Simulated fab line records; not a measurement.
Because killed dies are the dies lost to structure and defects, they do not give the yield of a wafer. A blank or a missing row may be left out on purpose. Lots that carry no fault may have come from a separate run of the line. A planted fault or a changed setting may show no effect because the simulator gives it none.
Struck lot and sound lot, side by side	flow gf180mcu	15 out of 602 route steps
Sound: the wafers L253.1, L253.3, L253.4. Wafers struck: L252.2, L252.4, L252.5. The cause is given at the end.
Each step with rows lists, per side, the tool, then ch with its chambers, then its first start. Under that, the readings that differ: sound wafers	struck wafers	difference of the means	sigmas: that difference in standard deviations of wafers without a fault.
alike: readings whose means differ by less than 2 such deviations, and words and numbers that are the same on both sides. not compared: withheld readings, readings that some wafer has no value for, bounds like >300 that may hide the same value, and numbers for which the record gives no deviation and whose values overlap.
The two part at a step that has a row with sigmas, a row that says differs or no value, or rows on one side only. Non-overlapping numbers with no deviation appear without sigmas and do not part them. Lack of a reading on every wafer of one side parts them only where that side has two or more wafers.

first, 6 steps without rows for these wafers: GF_TOP_METAL_HMDS_08 (prime time 60 s); GF_TOP_METAL_COAT_09 (resist thk 1500 nm); GF_TOP_METAL_SOFTBAKE_10 (time 60 s); GF_TOP_METAL_EXPOSE_11 (exposes mask MetalTop, target cd 440 nm); GF_TOP_METAL_PEB_12; GF_TOP_METAL_DEVELOP_13 (develop time 60 s).
GF_TOP_METAL_CD_MEAS_14: the cd target is 440 nm.
  struck on cd_sem-01, day 31 18:38; sound on cd_sem-02, day 31 22:48
  alike: cd_nm
GF_TOP_METAL_OVL_MEAS_15:
  struck on overlay-02, day 31 18:46; sound on overlay-02, day 31 22:55
  alike: TOP_METAL_OVL
GF_TOP_METAL_METAL_ETCH_16: etches the open film in Cl2/BCl3, stops on SiO2, target depth 1197 nm, time 199.5 s.
  sound on rie_metal-04 ch 0,1, day 31 22:58; struck on rie_metal-03 ch 0, day 31 18:52
  alike: bcl3_flow_sccm, drypump_motor_current_A, oes_product_au, throttle_valve_pct
  not compared: rf_hours_counter_h
GF_TOP_METAL_STRIP_17: strips in O2/N2.
  sound on plasma_asher-02 ch 0,1, day 31 23:09; struck on plasma_asher-02 ch 0,1, day 31 19:11
reading	sound	struck	difference	sigmas
strip_time_to_endpoint_s (s)	12.90 12.82 12.87	13.15 13.16 13.14	+0.29	+2
  alike: drypump_motor_current_A, heater_power_w, oes_product_au
  not compared: rf_hours_counter_h
then, 2 steps without rows for these wafers: GF_TOP_METAL_STRIP_18 (strips in post etch residue remover, time 1200 s); GF_TOP_METAL_CLEAN_19 (cleans in DIW).
GF_PASSIVATION_CVD_00: deposits SiO2 from TEOS, target thk 1000 nm, time 111.95 s.
  sound on pecvd-02 ch 0,1,2, day 31 23:41; struck on pecvd-04 ch 0,2, day 31 19:44
  alike: heater_power_outer_w, heater_power_w
GF_PASSIVATION_THK_MEAS_01:
  struck on film_metro-01, day 31 19:50; sound on film_metro-03, day 31 23:46
reading	sound	struck	difference	sigmas
PASSIVATION_CVD_00_THK (nm)	986 981 1010	845 874 882	-125	-9
GF_PASSIVATION_CVD_02: deposits Si3N4, target thk 700 nm, time 486.18 s.
  sound on pecvd-04 ch 0,1,2, day 31 23:49; struck on pecvd-02 ch 1,2, day 31 19:53
  alike: heater_power_outer_w, heater_power_w

WHERE THEY PART
First at GF_TOP_METAL_STRIP_17; last, within this record, at GF_PASSIVATION_THK_MEAS_01. Later steps at which nothing parts them and some readings are alike: GF_PASSIVATION_CVD_02.

WHY: whatever the simulator had introduced
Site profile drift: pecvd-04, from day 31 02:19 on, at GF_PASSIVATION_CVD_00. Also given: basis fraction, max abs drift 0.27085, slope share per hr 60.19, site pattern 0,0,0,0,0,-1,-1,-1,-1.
